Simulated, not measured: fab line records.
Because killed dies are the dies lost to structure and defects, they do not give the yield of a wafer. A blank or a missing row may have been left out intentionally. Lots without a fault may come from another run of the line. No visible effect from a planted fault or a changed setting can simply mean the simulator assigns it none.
fab line records | flow sfq_line
record: lots: 6 | wafers: 18 | last_day: 90
route steps=325 shown M3@126 I3@133
lots that met no fault: taken from a fault-free run of the same line
start_h: hours from the record's opening day to when the first of the lot's shown wafers began | wait_h: time in hours since the lot's previous step | " unchanged from the row above | L1.1+2: a row that stands for several wafers | - either no value or no given start | * or withheld: withheld | < > ~ a bound
route shown NAME@n: NAME is a module with steps in the file, n the number in the route of the first one | usual: mean/standard deviation of fault-free wafers | same: alike in all rows | chamber/n: place in a boat | sites: per-site readings | _std_site: standard deviation across them | _edge_site: the outer-site mean with the inner-site mean subtracted | radius_mm: for every site, how far away it sits from the centre of the wafer | mask NAME#n: copy n | behind: the most recent tool/chamber to have shaped the wafer | hold: why the lot went on hold/how many hours it stayed there/how the hold came to an end | device: the transistor (n, p or np) that didn't switch | end of line: at the end of the route, the tests of the same wafers | a step given without rows: its recipe and nothing more | killed: count of dies lost to structure and defects at first sort (not the wafer's yield) | map: a wafer's dies, x killed, . not, _ none there
set.NAME: the setting the step ran with; set.NAME@STEP: the setting that earlier step ran with | model.NAME: the simulator's own value behind a step, which no gauge read
lots seen at some steps along the route; tables by step, rows by wafer
services: when a tool's chamber went out of use (start_h, in hours from the record's first day, below 0 if earlier), for how many hours, and the reason
== steps ==
step: SFQ_TRILAYER_M3_LITHO_PEB_078
recipe: peb_temp_c: 115 | peb_time_s: 60 | resist: KrF
step: SFQ_TRILAYER_M3_LITHO_DEVELOP_077
recipe: time_s: 60 | resist: KrF
step: SFQ_M3_OVL_MEAS_921
usual: M3_OVL: 1/5.5
lot.wafer | tool       | chamber | start_h | wait_h | M3_OVL[nm]
L695.1    | overlay-01 | -       | 783.91  | 0.1    | 9
L695.3    | "          | -       | "       | "      | 14
L695.5    | "          | -       | "       | "      | 3
L702.1    | overlay-02 | -       | 1070.37 | 0.1    | 0
L702.2    | "          | -       | "       | "      | -5
L702.4    | "          | -       | "       | "      | 0
L706.2    | overlay-02 | -       | 1100.37 | 0.1    | 7
L706.3    | "          | -       | "       | "      | 7
L706.6    | "          | -       | "       | "      | 5
L707.1    | overlay-02 | -       | 1109.46 | 0.1    | 12
L707.2    | "          | -       | "       | "      | 1
L707.3    | "          | -       | "       | "      | 5
L712.3    | overlay-02 | -       | 1129.99 | 0.1    | -1
L712.4    | "          | -       | "       | "      | 0
L712.5    | "          | -       | "       | "      | 6
L714.1    | overlay-02 | -       | 1137.18 | 0.1    | -2
L714.3    | "          | -       | "       | "      | -7
L714.6    | "          | -       | "       | "      | -5
step: SFQ_TRILAYER_M3_BARC_OPEN_METAL_ETCH_100
recipe: mask_material: PR | chemistry: O2 | target_depth_nm: 125 | target: BARC | icp_w: 600 | bias_w: 80 | pressure_mtorr: 10 | time_s: 41.7
usual: drypump_motor_current_A: 5.5/0.6 | he_backside_leak_sccm: 3.45/0.26 | oes_product_au: 0.684/0.0046
same: time_s: 41.7
lot.wafer | tool         | chamber | start_h | wait_h | drypump_motor_current_A | he_backside_leak_sccm | oes_product_au | rf_hours_counter_h
L695.1    | rie_metal-02 | 0       | 783.95  | 0.0    | 5.0                     | 3.40                  | 0.689          | 57
L695.3    | "            | 1       | "       | "      | 5.7                     | 3.58                  | 0.678          | -
L695.5    | "            | 1       | "       | "      | 5.8                     | 3.55                  | 0.686          | -
L702.1    | rie_metal-01 | 0       | 1070.40 | 0.0    | 5.1                     | 3.47                  | 0.683          | 95
L702.2    | "            | 1       | "       | "      | 6.6                     | 3.22                  | 0.694          | 72
L702.4    | "            | 0       | "       | "      | 5.1                     | 3.30                  | 0.691          | -
L706.2    | rie_metal-01 | 1       | 1100.40 | 0.0    | 6.6                     | 3.46                  | 0.688          | 77
L706.3    | "            | 1       | "       | "      | 6.6                     | 3.22                  | 0.681          | -
L706.6    | "            | 1       | "       | "      | 6.7                     | 3.42                  | 0.690          | -
L707.1    | rie_metal-01 | 0       | 1109.49 | 0.0    | 5.1                     | 3.62                  | 0.690          | 101
L707.2    | "            | 1       | "       | "      | 6.7                     | 3.38                  | 0.682          | 78
L707.3    | "            | 0       | "       | "      | 5.1                     | 3.56                  | 0.683          | -
L712.3    | rie_metal-02 | 1       | 1130.04 | 0.0    | 5.7                     | 3.44                  | 0.681          | -
L712.4    | "            | 0       | "       | "      | 5.0                     | 3.38                  | 0.674          | -
L712.5    | "            | 0       | "       | "      | 5.0                     | 3.47                  | 0.685          | -
L714.1    | rie_metal-01 | 1       | 1137.22 | 0.0    | 6.7                     | 3.27                  | 0.689          | 82
L714.3    | "            | 1       | "       | "      | 6.6                     | 3.00                  | 0.689          | -
L714.6    | "            | 1       | "       | "      | 6.7                     | 3.14                  | 0.690          | -
step: SFQ_TRILAYER_M3_ETCH_METAL_ETCH_078
recipe: target: Nb | stop_on: SiO2 | mask_material: PR | chemistry: Cl2/Ar | target_depth_nm: 240 | icp_w: 600 | bias_w: 80 | pressure_mtorr: 10 | time_s: 120
step: SFQ_TRILAYER_M3_STRIP_STRIP_079
recipe: gas: O2 | power_w: 200 | platen_temp_c: 40 | overash_fraction: 0.65 | chemistry: O2 | pressure_mtorr: 50
usual: drypump_motor_current_A: 5.5/0.6 | he_backside_leak_sccm: 3.40/0.17 | oes_product_au: 0.996/0.0083 | platen_temp_c: 39.99/0.13
lot.wafer | tool         | chamber | start_h | wait_h | drypump_motor_current_A | he_backside_leak_sccm | oes_product_au | platen_temp_c | rf_hours_counter_h
L695.1    | rie_metal-02 | 0       | 784.13  | 0.1    | 5.0                     | 3.32                  | 0.992          | 40.04         | 57
L695.3    | "            | 1       | "       | "      | 5.7                     | 3.32                  | 0.992          | 40.10         | -
L695.5    | "            | 1       | "       | "      | 5.7                     | 3.61                  | 0.986          | 40.05         | -
L702.1    | rie_metal-01 | 0       | 1070.59 | 0.1    | 5.1                     | 3.45                  | 1.002          | 39.98         | 96
L702.2    | "            | 1       | "       | "      | 6.6                     | 3.23                  | 0.991          | 39.95         | 73
L702.4    | "            | 0       | "       | "      | 5.1                     | 3.53                  | 0.997          | 40.01         | -
L706.2    | rie_metal-01 | 1       | 1100.65 | 0.1    | 6.6                     | 3.16                  | 0.999          | 40.20         | 77
L706.3    | "            | 1       | "       | "      | 6.7                     | 3.13                  | 0.995          | 39.96         | -
L706.6    | "            | 1       | "       | "      | 6.6                     | 2.93                  | 0.999          | 40.07         | -
L707.1    | rie_metal-01 | 0       | 1109.68 | 0.1    | 5.1                     | 3.58                  | 1.013          | 40.11         | 101
L707.2    | "            | 1       | "       | "      | 6.6                     | 3.21                  | 1.000          | 40.04         | 78
L707.3    | "            | 0       | "       | "      | 5.1                     | 3.49                  | 1.010          | 39.96         | -
L712.3    | rie_metal-02 | 1       | 1130.40 | 0.2    | 5.7                     | 3.59                  | 0.990          | 39.79         | -
L712.4    | "            | 0       | "       | "      | 5.0                     | 3.41                  | 0.979          | 39.83         | -
L712.5    | "            | 0       | "       | "      | 5.0                     | 3.53                  | 0.986          | 39.80         | -
L714.1    | rie_metal-01 | 1       | 1137.40 | 0.1    | 6.6                     | 3.18                  | 0.989          | 39.96         | 83
L714.3    | "            | 1       | "       | "      | 6.7                     | 3.15                  | 1.008          | 40.01         | -
L714.6    | "            | 1       | "       | "      | 6.7                     | 3.23                  | 0.988          | 39.93         | -
step: SFQ_TRILAYER_M3_STRIP_SOLV_CLEAN_080
recipe: chemistry: NMP | temp_c: 70 | time_s: 600
step: SFQ_TRILAYER_I3_DEP_PECVD_081
recipe: material: SiO2 | temp_c: 150 | time_s: 111.11 | pressure_torr: 2.4 | rf_w: 183.3 | precursor: SiH4/N2O | target_thk_nm: 500
usual: heater_power_w: 89/11 | susceptor_temp_C: 150.01/0.15 | throttle_valve_pct: 24.6/1.3
same: time_s: 111.11
lot.wafer | tool     | chamber | start_h | wait_h | heater_power_w | susceptor_temp_C | throttle_valve_pct
L695.1    | pecvd-02 | 0       | 784.91  | 0.0    | 112            | 150.13           | 21.8
L695.3    | "        | 0       | "       | "      | 118            | 150.08           | 21.8
L695.5    | "        | 0       | "       | "      | 114            | 150.05           | 22.0
L702.1    | pecvd-04 | 1       | 1071.36 | 0.0    | 81             | 149.87           | 25.6
L702.2    | "        | 2       | "       | "      | 82             | 149.98           | 24.4
L702.4    | "        | 1       | "       | "      | 84             | 150.01           | 25.5
L706.2    | pecvd-02 | 1       | 1101.62 | 0.0    | 86             | 150.02           | 25.7
L706.3    | "        | 0       | "       | "      | 115            | 149.89           | 22.5
L706.6    | "        | 1       | "       | "      | 89             | 149.87           | 25.8
L707.1    | pecvd-04 | 2       | 1110.45 | 0.0    | 77             | 150.13           | 24.4
L707.2    | "        | 0       | "       | "      | 79             | 150.19           | 26.2
L707.3    | "        | 1       | "       | "      | 82             | 149.97           | 25.6
L712.3    | pecvd-04 | 0       | 1130.98 | 0.0    | 84             | 150.08           | 26.6
L712.4    | "        | 0       | "       | "      | 69             | 150.19           | 26.4
L712.5    | "        | 2       | "       | "      | 85             | 150.03           | 24.6
L714.1    | pecvd-02 | 0       | 1138.18 | 0.0    | 101            | 150.04           | 22.5
L714.3    | "        | 2       | "       | "      | 82             | 150.16           | 23.9
L714.6    | "        | 2       | "       | "      | 86             | 150.02           | 23.5
step: SFQ_TRILAYER_I3_CMP_CMP_082
recipe: material: SiO2 | down_force_psi: 3 | platen_rpm: 60 | pad_velocity_m_s: 0.94248
usual: motor_current_A: 10.5/1.3 | platen_rpm: 60.00/0.043 | time_to_endpoint_s: 213/7.7
lot.wafer | tool   | chamber | start_h | wait_h | motor_current_A | platen_rpm | time_to_endpoint_s
L695.3    | cmp-01 | 3       | 819.60  | 34.6   | 10.8            | 59.99      | 221
L695.1    | "      | 1       | 820.60  | 35.7   | 9.6             | 60.04      | 211
L695.5    | "      | 3       | 821.60  | 36.6   | 10.5            | 59.94      | 225
L702.2    | cmp-02 | 1       | 1084.23 | 12.8   | 13.0            | 59.95      | 203
L702.4    | "      | 2       | "       | "      | 9.3             | 60.04      | 207
L702.1    | "      | 3       | "       | "      | 12.5            | 60.01      | 210
L706.2    | cmp-02 | 0       | 1128.73 | 27.1   | 10.5            | 60.05      | 212
L706.3    | "      | 1       | "       | "      | 12.4            | 59.97      | 207
L706.6    | "      | 0       | 1130.73 | 29.0   | 10.1            | 59.95      | 233
L707.1    | cmp-02 | 0       | 1143.73 | 33.2   | 10.1            | 60.04      | 207
L707.3    | "      | 1       | "       | "      | 12.6            | 60.03      | 201
L707.2    | "      | 2       | "       | "      | 9.5             | 59.96      | 199
L712.3    | cmp-02 | 3       | 1165.23 | 34.2   | 12.0            | 60.01      | 201
L712.4    | "      | 0       | "       | "      | 10.5            | 60.02      | 217
L712.5    | "      | 2       | 1166.73 | 35.7   | 8.9             | 59.97      | 207
L714.1    | cmp-01 | 3       | 1174.24 | 36.0   | 10.1            | 59.98      | 218
L714.3    | "      | 0       | "       | "      | 9.1             | 60.03      | 224
L714.6    | "      | 2       | 1175.74 | 37.5   | 10.0            | 60.05      | 210
step: SFQ_I3_BOW_MEAS_922
recipe: mode: bow
usual: I3_BOW: 2/8.6
lot.wafer | tool          | chamber | start_h | wait_h | I3_BOW[um]
L695.1    | film_metro-04 | -       | 822.10  | 1.0    | -4
L695.3    | "             | -       | "       | "      | -1
L695.5    | "             | -       | "       | "      | -14
L702.1    | film_metro-03 | -       | 1086.73 | 1.0    | 1
L702.2    | "             | -       | "       | "      | -6
L702.4    | "             | -       | "       | "      | 10
L706.2    | film_metro-01 | -       | 1131.75 | 2.5    | -3
L706.3    | "             | -       | "       | "      | -2
L706.6    | "             | -       | "       | "      | 11
L707.1    | film_metro-04 | -       | 1146.73 | 2.5    | 7
L707.2    | "             | -       | "       | "      | 13
L707.3    | "             | -       | "       | "      | 8
L712.3    | film_metro-01 | -       | 1167.77 | 2.0    | 4
L712.4    | "             | -       | "       | "      | 0
L712.5    | "             | -       | "       | "      | -1
L714.1    | film_metro-03 | -       | 1176.24 | 1.5    | 7
L714.3    | "             | -       | "       | "      | 17
L714.6    | "             | -       | "       | "      | -7
step: SFQ_TRILAYER_I3_METRO_MEASURE_083
step: SFQ_TRILAYER_I3_VIA_LITHO_COAT_090
recipe: resist: BARC | spin_rpm: 3000 | resist_thk_nm: 62
step: SFQ_TRILAYER_I3_VIA_LITHO_COAT_085
recipe: resist: KrF | spin_rpm: 3000 | resist_thk_nm: 650
lot.wafer | tool           | chamber | start_h | wait_h | model.KrF_of_TRILAYER_I3_VIA_LITHO_COAT_085.thk_nm
L695.1    | litho_track-01 | 0       | 823.72  | 0.2    | 646.8
L695.3    | "              | 0       | "       | "      | 649.6
L695.5    | "              | 0       | "       | "      | 648
L702.1    | litho_track-02 | 0       | 1088.35 | 0.2    | 651
L702.2    | "              | 0       | "       | "      | 651.4
L702.4    | "              | 0       | "       | "      | 649.6
L706.2    | litho_track-01 | 0       | 1133.56 | 0.2    | 648.8
L706.3    | "              | 0       | "       | "      | 672
L706.6    | "              | 0       | "       | "      | 669.3
L707.1    | litho_track-01 | 0       | 1148.35 | 0.2    | 650.9
L707.2    | "              | 0       | "       | "      | 649.9
L707.3    | "              | 0       | "       | "      | 666.7
L712.3    | litho_track-02 | 0       | 1169.45 | 0.2    | 650.8
L712.4    | "              | 0       | "       | "      | 650.3
L712.5    | "              | 0       | "       | "      | 652.3
L714.1    | litho_track-02 | 0       | 1177.86 | 0.2    | 651.5
L714.3    | "              | 0       | "       | "      | 649.3
L714.6    | "              | 0       | "       | "      | 651.2
step: SFQ_TRILAYER_I3_VIA_LITHO_SOFTBAKE_089
recipe: temp_c: withheld | time_s: withheld | resist: KrF
step: SFQ_TRILAYER_I3_VIA_LITHO_EXPOSE_086
recipe: mask_id: I3 | na: 0.6 | source_shape: conventional | sigma_outer: 0.65 | target_cd_nm: 500 | dose_mj: 21.3
step: SFQ_TRILAYER_I3_VIA_LITHO_PEB_088
recipe: peb_temp_c: 115 | peb_time_s: 60 | resist: KrF
step: SFQ_TRILAYER_I3_VIA_LITHO_DEVELOP_087
recipe: time_s: 60 | resist: KrF
step: SFQ_I3_OVL_MEAS_923
usual: I3_OVL: 3/6.6
lot.wafer | tool       | chamber | start_h | wait_h | I3_OVL[nm]
L695.1    | overlay-01 | -       | 963.27  | 0.1    | -6
L695.3    | "          | -       | "       | "      | -2
L695.5    | "          | -       | "       | "      | -3
L702.1    | overlay-02 | -       | 1096.68 | 0.1    | -4
L702.2    | "          | -       | "       | "      | -1
L702.4    | "          | -       | "       | "      | 0
L706.2    | overlay-02 | -       | 1230.94 | 0.1    | 1
L706.3    | "          | -       | "       | "      | 2
L706.6    | "          | -       | "       | "      | 1
L707.1    | overlay-02 | -       | 1250.13 | 0.1    | 8
L707.2    | "          | -       | "       | "      | 3
L707.3    | "          | -       | "       | "      | 5
L712.3    | overlay-01 | -       | 1276.55 | 0.1    | 15
L712.4    | "          | -       | "       | "      | 11
L712.5    | "          | -       | "       | "      | 15
L714.1    | overlay-01 | -       | 1281.33 | 0.1    | -1
L714.3    | "          | -       | "       | "      | 2
L714.6    | "          | -       | "       | "      | -6
step: SFQ_TRILAYER_I3_VIA_BARC_OPEN_VIA_ETCH_121
recipe: mask_material: PR | chemistry: O2 | target_depth_nm: 125 | target: BARC | source_w: 500 | bias_w: 80 | pressure_mtorr: 30 | time_s: 41.7
usual: drypump_motor_current_A: 5.7/0.4 | oes_product_au: 0.684/0.0054
same: time_s: 41.7
lot.wafer | tool        | chamber | start_h | wait_h | drypump_motor_current_A | oes_product_au | rf_hours_counter_h
L695.1    | rie_diel-02 | 3       | 963.31  | 0.0    | 5.7                     | 0.680          | 21
L695.3    | "           | 2       | "       | "      | 5.8                     | 0.683          | 18
L695.5    | "           | 3       | "       | "      | 5.7                     | 0.687          | -
L702.1    | rie_diel-03 | 2       | 1096.72 | 0.0    | 6.2                     | 0.682          | 11
L702.2    | "           | 0       | "       | "      | 5.3                     | 0.686          | 19
L702.4    | "           | 2       | "       | "      | 6.2                     | 0.682          | -
L706.2    | rie_diel-04 | 1       | 1230.97 | 0.0    | 5.8                     | 0.685          | 15
L706.3    | "           | 2       | "       | "      | 5.9                     | 0.695          | 8
L706.6    | "           | 2       | "       | "      | 5.9                     | 0.684          | -
L707.1    | rie_diel-04 | 2       | 1250.17 | 0.0    | 6.0                     | 0.687          | 8
L707.2    | "           | 3       | "       | "      | 6.2                     | 0.686          | 17
L707.3    | "           | 3       | "       | "      | 6.2                     | 0.689          | -
L712.3    | rie_diel-04 | 2       | 1276.57 | 0.0    | 6.0                     | 0.691          | 9
L712.4    | "           | 1       | "       | "      | 5.8                     | 0.686          | -
L712.5    | "           | 3       | "       | "      | 6.2                     | 0.689          | -
L714.1    | rie_diel-03 | 3       | 1281.37 | 0.0    | 5.3                     | 0.688          | 19
L714.3    | "           | 0       | "       | "      | 5.3                     | 0.677          | 3
L714.6    | "           | 1       | "       | "      | 5.7                     | 0.680          | -
step: SFQ_TRILAYER_I3_VIA_ETCH_VIA_ETCH_088
recipe: target: SiO2 | stop_on: Nb | mask_material: PR | taper_deg: 20 | chemistry: CHF3 | target_depth_nm: 260 | source_w: 500 | bias_w: 80 | pressure_mtorr: 30 | time_s: withheld
usual: drypump_motor_current_A: 5.7/0.4 | oes_product_au: 0.854/0.0048
lot.wafer | tool        | chamber | start_h | wait_h | drypump_motor_current_A | oes_product_au | model.KrF_of_TRILAYER_I3_VIA_LITHO_COAT_085.thk_nm
L695.1    | rie_diel-02 | 3       | 963.35  | 0.0    | 5.7                     | 0.849          | 526
L695.3    | "           | 2       | "       | "      | 5.8                     | 0.851          | 528.5
L695.5    | "           | 3       | "       | "      | 5.8                     | 0.846          | 527.5
L702.1    | rie_diel-03 | 2       | 1096.75 | 0.0    | 6.2                     | 0.858          | 527.5
L702.2    | "           | 0       | "       | "      | 5.2                     | 0.843          | 527.4
L702.4    | "           | 2       | "       | "      | 6.2                     | 0.855          | 526
L706.2    | rie_diel-04 | 1       | 1231.01 | 0.0    | 5.7                     | 0.852          | 525.7
L706.3    | "           | 2       | "       | "      | 6.0                     | 0.859          | 550.6
L706.6    | "           | 2       | "       | "      | 6.0                     | 0.856          | 548
L707.1    | rie_diel-04 | 2       | 1250.23 | 0.0    | 6.0                     | 0.859          | 528.4
L707.2    | "           | 3       | "       | "      | 6.2                     | 0.850          | 527.3
L707.3    | "           | 3       | "       | "      | 6.2                     | 0.853          | 544.6
L712.3    | rie_diel-04 | 2       | 1276.61 | 0.0    | 6.0                     | 0.848          | 528.6
L712.4    | "           | 1       | "       | "      | 5.7                     | 0.856          | 526.6
L712.5    | "           | 3       | "       | "      | 6.2                     | 0.839          | 530.9
L714.1    | rie_diel-03 | 3       | 1281.41 | 0.0    | 5.3                     | 0.857          | 526.8
L714.3    | "           | 0       | "       | "      | 5.3                     | 0.865          | 524.1
L714.6    | "           | 1       | "       | "      | 5.7                     | 0.857          | 526.9
step: SFQ_TRILAYER_I3_VIA_STRIP_STRIP_089
recipe: gas: O2 | power_w: 200 | platen_temp_c: 40 | overash_fraction: 0.65 | chemistry: O2 | pressure_mtorr: 50
== services ==
tool         | chamber | start_h | hours | kind
rie_metal-02 | 1       | 766.66  | 2.5   | repair
rie_diel-04  | -       | 775.79  | 0.7   | repair
rie_diel-04  | 0       | 792.18  | 7.5   | repair
rie_metal-01 | -       | 798.07  | 0.6   | repair
rie_diel-04  | 2       | 825.03  | 25.6  | repair
cmp-02       | -       | 835.47  | 3.4   | repair
rie_diel-04  | 0       | 841.50  | 7.6   | repair
cmp-02       | -       | 854.54  | 4.6   | pm
rie_diel-04  | 3       | 855.08  | 26.3  | repair
rie_diel-04  | 0       | 857.22  | 5.7   | repair
cmp-02       | -       | 861.05  | 1.3   | repair
rie_metal-02 | 0       | 882.00  | 13.3  | repair
rie_diel-04  | 2       | 899.99  | 7.1   | repair
rie_metal-01 | -       | 1006.23 | 1.4   | pm
rie_diel-04  | -       | 1093.41 | 0.2   | repair
rie_diel-04  | 2       | 1095.35 | 3.2   | repair
rie_diel-04  | 0       | 1115.33 | 49.9  | repair
rie_diel-04  | 1       | 1122.36 | 3.3   | repair
rie_diel-04  | -       | 1148.21 | 2.8   | pm
rie_diel-04  | 3       | 1153.64 | 23.3  | repair
rie_metal-01 | 0       | 1194.14 | 14.9  | repair
rie_diel-04  | 0       | 1234.65 | 43.3  | repair
rie_diel-04  | 1       | 1248.73 | 9.4   | repair
rie_metal-01 | -       | 1251.34 | 14.6  | pm
== key ==
first_sign none at tools or gauges
model_effect: step: SFQ_TRILAYER_I3_VIA_LITHO_COAT_085 | value: KrF_of_TRILAYER_I3_VIA_LITHO_COAT_085.thk_nm | without: 649.4 | struck: 669.3
model_effect: step: SFQ_TRILAYER_I3_VIA_ETCH_VIA_ETCH_088 | value: KrF_of_TRILAYER_I3_VIA_LITHO_COAT_085.thk_nm | without: 527.8 | struck: 547.7
met_at SFQ_TRILAYER_I3_VIA_LITHO_COAT_085
struck_wafers L706.3,L706.6,L707.3
onset_between 823.72 1133.56
fault: kind: process_parameter_drift | tool: litho_track-01 | chamber: - | onset_h: 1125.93 | steps: SFQ_TRILAYER_I3_VIA_LITHO_COAT_085 | channel: resist_thk_nm | offset: 19.926 | shape: step | end_h: 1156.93 | scope: struck_wafers_only | acts_in: these_recipes_only | stated: 650
